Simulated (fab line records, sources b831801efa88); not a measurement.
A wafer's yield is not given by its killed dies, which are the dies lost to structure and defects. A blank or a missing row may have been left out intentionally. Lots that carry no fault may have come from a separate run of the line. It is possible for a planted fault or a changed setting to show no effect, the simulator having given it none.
fab line records    flow sky130    part 2 of 2: steps 32 to 41 of 41
[record] lots = 5  wafers = 15  last-day = 50
route steps=708 shown RES_XHIGH@340 SD_N@342 SD_P@359 SALICIDE@361 LI_CONTACT@362
lots with no fault: from the same line, run without faults
start-h: hours from the record's opening day to when the first of the lot's shown wafers began    wait-h: hours from the lot's prior step to this one    " the same as in the row above    L1.1+2: a single row standing in for several wafers    - no value, or no start was given    * or withheld: withheld    < > ~ a bound
route shown NAME@n: a module of which the file shows steps, and the number in the route of the first    usual: average and standard deviation across the fault-free wafers    same: alike in all rows    chamber/n: place in a boat    sites: each site's reading    _std_site: the standard deviation of these    _edge_site: outer sites' mean less inner sites'    radius-mm: how far each site lies from the wafer's centre    mask NAME#n: copy n    behind: the last tool/chamber to shape the wafer    hold: why the lot went on hold/how many hours it stayed there/how the hold came to an end    device: the n, p or np transistor that did not switch    end of line: at the end of the route, the tests of the same wafers    a step given without rows: its recipe and nothing more    killed: the dies lost at the first sort to structure and to defects; this is not the yield of the wafer    map: the dies of a wafer, with x for killed, . for not killed, _ for no die there
set.NAME: the setting that was run; set.NAME@STEP: the one run at that earlier step    model.NAME: the simulator's own value behind a step, which no gauge read
lots at selected steps of the route; one table per step, one row per wafer
services: a tool's chamber out of use, with start hour (start-h, from the record's first day; less than 0 if before it), hours out, and reason
[[steps]]
[step SKY_LI_CONTACT_PEB_10]
[recipe] peb-temp-c = withheld  peb-time-s = withheld  resist = KrF-thick
lot.wafer   tool            chamber  start-h  wait-h
L075.3+4+6  litho-track-01  0        -        -
L077.2+3+4  litho-track-02  0        -        -
L089.2+4+5  litho-track-02  0        -        -
L091.2+4+5  litho-track-03  0        -        -
L092.2+3+5  litho-track-01  0        -        -
[step SKY_LI_CONTACT_DEVELOP_11]
[recipe] develop-time-s = 60  resist = KrF-thick  dev-temp-c = 21
lot.wafer   tool            chamber  start-h  wait-h
L075.3+4+6  litho-track-01  0        -        -
L077.2+3+4  litho-track-02  0        -        -
L089.2+4+5  litho-track-02  0        -        -
L091.2+4+5  litho-track-03  0        -        -
L092.2+3+5  litho-track-01  0        -        -
[step SKY_LI_CONTACT_CD_MEAS_12]
[recipe] target-cd-nm = 170
[usual] cd-nm = 169.6/1.5
lot.wafer  tool       chamber  start-h  wait-h  cd-nm
L075.3     cd-sem-01  -        671.15   -       167.4
L075.4     "          -        "        "       168.1
L075.6     "          -        "        "       168.9
L077.2     cd-sem-02  -        697.81   -       170.7
L077.3     "          -        "        "       170.4
L077.4     "          -        "        "       171.1
L089.2     cd-sem-02  -        794.76   -       171.2
L089.4     "          -        "        "       170.7
L089.5     "          -        "        "       171.3
L091.2     cd-sem-01  -        844.54   -       170.1
L091.4     "          -        "        "       170.8
L091.5     "          -        "        "       169.2
L092.2     cd-sem-02  -        845.04   -       168.7
L092.3     "          -        "        "       167.5
L092.5     "          -        "        "       170.2
[step SKY_LI_CONTACT_OVL_MEAS_13]
[usual] LI_CONTACT_OVL = 1/5.3
lot.wafer  tool        chamber  start-h  wait-h  LI_CONTACT_OVL[nm]
L075.3     overlay-01  -        671.25   0.1     6
L075.4     "           -        "        "       3
L075.6     "           -        "        "       3
L077.2     overlay-01  -        697.91   0.1     2
L077.3     "           -        "        "       12
L077.4     "           -        "        "       13
L089.2     overlay-02  -        794.86   0.1     -4
L089.4     "           -        "        "       -2
L089.5     "           -        "        "       -8
L091.2     overlay-01  -        844.65   0.1     -6
L091.4     "           -        "        "       -5
L091.5     "           -        "        "       -6
L092.2     overlay-01  -        845.14   0.1     0
L092.3     "           -        "        "       7
L092.5     "           -        "        "       9
[step SKY_LI_CONTACT_ETCH_14]
[recipe] chemistry = N2/H2  target = BARC  ion-energy-ev = 200  source-w = 500  bias-w = 100  pressure-mtorr = 30  n2-flow-sccm = 100  h2-flow-sccm = 200  stop-on = SiO2  time-s = 45.9  target-depth-a = 600
[usual] bias-w = 99.99/0.3  drypump-motor-current-A = 5.8/0.31  oes-product-au = 0.854/0.0049  throttle-valve-pct = 13.225/0.0097
lot.wafer  tool         chamber  start-h  wait-h  bias-w  drypump-motor-current-A  oes-product-au  rf-hours-counter-h  throttle-valve-pct
L075.3     rie-diel-03  3        671.27   0.0     99.94   5.9                      0.856           6                   13.236
L075.4     "            0        "        "       99.57   5.6                      0.847           4                   13.225
L075.6     "            3        "        "       99.66   5.9                      0.858           -                   13.222
L077.2     rie-diel-02  0        697.94   0.0     100.14  5.6                      0.850           22                  13.232
L077.3     "            3        "        "       99.56   6.4                      0.847           24                  13.226
L077.4     "            0        "        "       99.91   5.6                      0.862           -                   13.226
L089.2     rie-diel-03  2        794.89   0.0     100.04  5.4                      0.846           15                  13.246
L089.4     "            3        "        "       100.00  5.9                      0.858           8                   13.231
L089.5     "            1        "        "       100.23  5.8                      0.858           -                   13.222
L091.2     rie-diel-01  3        844.68   0.0     99.83   5.2                      0.857           4                   13.210
L091.4     "            2        "        "       100.19  5.9                      0.861           21                  13.235
L091.5     "            3        "        "       99.96   5.2                      0.857           -                   13.233
L092.2     rie-diel-02  3        845.17   0.0     100.62  6.5                      0.846           28                  13.211
L092.3     "            0        "        "       99.87   5.6                      0.859           26                  13.212
L092.5     "            1        "        "       99.88   5.8                      0.854           -                   13.226
[step SKY_LI_CONTACT_ETCH_15]
[recipe] target = PSG  chemistry = C4F8/O2/Ar  stop-on = Si  taper-deg = 4.15  mask-material = KrF-thick  source-w = 1500  bias-w = 1200  pressure-mtorr = 40  c4f8-flow-sccm = withheld  O2_flow_sccm = 6  Ar_flow_sccm = 300  time-s = withheld  target-depth-a = 6000
[usual] bias-w = 1200/3.6  oes-product-au = 0.838/0.0049
lot.wafer  tool         chamber  start-h  wait-h  bias-w  oes-product-au
L075.3     rie-diel-03  3        671.31   0.0     1200    0.837
L075.4     "            0        "        "       1204    0.831
L075.6     "            3        "        "       1207    0.838
L077.2     rie-diel-02  0        697.98   0.0     1203    0.837
L077.3     "            3        "        "       1203    0.842
L077.4     "            0        "        "       1200    0.842
L089.2     rie-diel-03  2        794.93   0.0     1199    0.837
L089.4     "            3        "        "       1202    0.833
L089.5     "            1        "        "       1200    0.827
L091.2     rie-diel-01  3        844.72   0.0     1200    0.843
L091.4     "            2        "        "       1196    0.836
L091.5     "            3        "        "       1206    0.840
L092.2     rie-diel-02  3        845.21   0.0     1198    0.833
L092.3     "            0        "        "       1199    0.833
L092.5     "            1        "        "       1202    0.831
[step SKY_LI_CONTACT_STRIP_16]
[recipe] chemistry = O2/N2  power-w = 1400  pressure-mtorr = 1500  platen-temp-c = withheld  o2-flow-sccm = 3000  n2-flow-sccm = 300  overash-fraction = 0.5
[usual] drypump-motor-current-A = 5.7/0.39  oes-product-au = 0.375/0.0051  strip-time-to-endpoint-s = 3.50/0.032
lot.wafer  tool             chamber  start-h  wait-h  drypump-motor-current-A  oes-product-au  rf-hours-counter-h  strip-time-to-endpoint-s
L075.3     plasma-asher-01  0        671.43   -       5.6                      0.376           -                   3.44
L075.4     "                1        "        "       4.9                      0.378           -                   3.50
L075.6     "                0        "        "       5.6                      0.371           -                   3.48
L077.2     plasma-asher-02  1        698.07   -       6.0                      0.375           58                  3.48
L077.3     "                0        "        "       6.0                      0.374           -                   3.51
L077.4     "                1        "        "       6.0                      0.384           -                   3.49
L089.2     plasma-asher-01  1        795.02   -       4.9                      0.370           5                   3.48
L089.4     "                0        "        "       5.6                      0.363           -                   3.48
L089.5     "                1        "        "       4.9                      0.375           -                   3.54
L091.2     plasma-asher-02  1        844.81   -       6.1                      0.381           74                  3.51
L091.4     "                0        "        "       6.0                      0.382           -                   3.55
L091.5     "                1        "        "       6.0                      0.383           -                   3.51
L092.2     plasma-asher-02  1        845.30   -       6.0                      0.367           74                  3.45
L092.3     "                0        "        "       6.0                      0.368           -                   3.47
L092.5     "                1        "        "       6.0                      0.377           -                   3.50
[step SKY_LI_CONTACT_CLEAN_17]
[recipe] chemistry = NMP  time-s = 600  temp-c = 60  dry = n2-spin
lot.wafer   tool          chamber  start-h  wait-h
L075.3+4+6  wet-bench-01  2        671.50   0.0
L077.2+3+4  wet-bench-01  0        698.17   0.1
L089.2+4+5  wet-bench-01  3        795.12   0.1
L091.2+4+5  wet-bench-02  0        844.91   0.1
L092.2+3+5  wet-bench-01  1        845.45   0.1
[step SKY_LI_CONTACT_PRE_CLEAN_18]
[recipe] gas = Ar  time-s = 5.6  bias-v = 358
lot.wafer   tool            chamber  start-h  wait-h
L075.3+4+6  pvd-sputter-03  -        671.67   0.0
L077.2+3+4  pvd-sputter-01  -        698.34   0.0
L089.2+4+5  pvd-sputter-01  -        795.30   0.0
L091.2+4+5  pvd-sputter-03  -        845.10   0.0
L092.2+3+5  pvd-sputter-04  -        845.64   0.0
[step SKY_LI_CONTACT_SPUTTER_19]
[recipe] material = Ti  target-thk-nm = 20  chamber-pressure-pa = 5  power-w = 2500  substrate-temp-c = 200  time-s = 106.37
[usual] throttle-valve-pct = 29.7/1.4
lot.wafer  tool            chamber  start-h  wait-h  throttle-valve-pct
L075.3     pvd-sputter-03  -        671.69   0.0     27.3
L075.4     "               -        "        "       27.2
L075.6     "               -        "        "       29.1
L077.2     pvd-sputter-01  -        698.36   0.0     32.6
L077.3     "               -        "        "       31.1
L077.4     "               -        "        "       29.6
L089.2     pvd-sputter-01  -        795.32   0.0     32.6
L089.4     "               -        "        "       31.3
L089.5     "               -        "        "       31.2
L091.2     pvd-sputter-03  -        845.12   0.0     29.0
L091.4     "               -        "        "       29.0
L091.5     "               -        "        "       29.5
L092.2     pvd-sputter-04  -        845.66   0.0     28.5
L092.3     "               -        "        "       29.4
L092.5     "               -        "        "       29.4
[[services]]
tool             chamber  start-h  hours  kind
krf-scanner-01   -        589.39   2.3    repair
hdpcvd-02        -        595.08   6.0    pm
krf-scanner-01   -        598.41   0.8    pm
rie-diel-03      1        602.27   9.0    repair
implanter-01     -        610.38   1.0    repair
pvd-sputter-01   -        614.21   1.7    repair
krf-scanner-01   -        630.13   1.3    pm
plasma-asher-02  -        638.71   1.4    repair
hdpcvd-02        -        650.75   15.0   pm
implanter-02     -        653.62   1.8    repair
rie-diel-02      2        659.97   44.2   repair
pvd-sputter-01   -        665.09   2.1    repair
krf-scanner-01   -        679.37   1.5    repair
wet-bench-04     -        713.33   3.1    repair
cmp-02           -        715.51   4.3    pm
rie-diel-02      3        720.30   4.8    repair
implanter-01     -        725.52   7.8    pm
rie-diel-03      3        736.24   5.7    repair
rie-diel-03      0        736.48   1.4    repair
cmp-02           -        746.48   0.5    repair
implanter-02     -        748.39   3.5    pm
wet-bench-04     -        756.17   2.8    repair
rtp-anneal-02    -        802.73   6.5    pm
cmp-02           -        832.09   5.0    repair
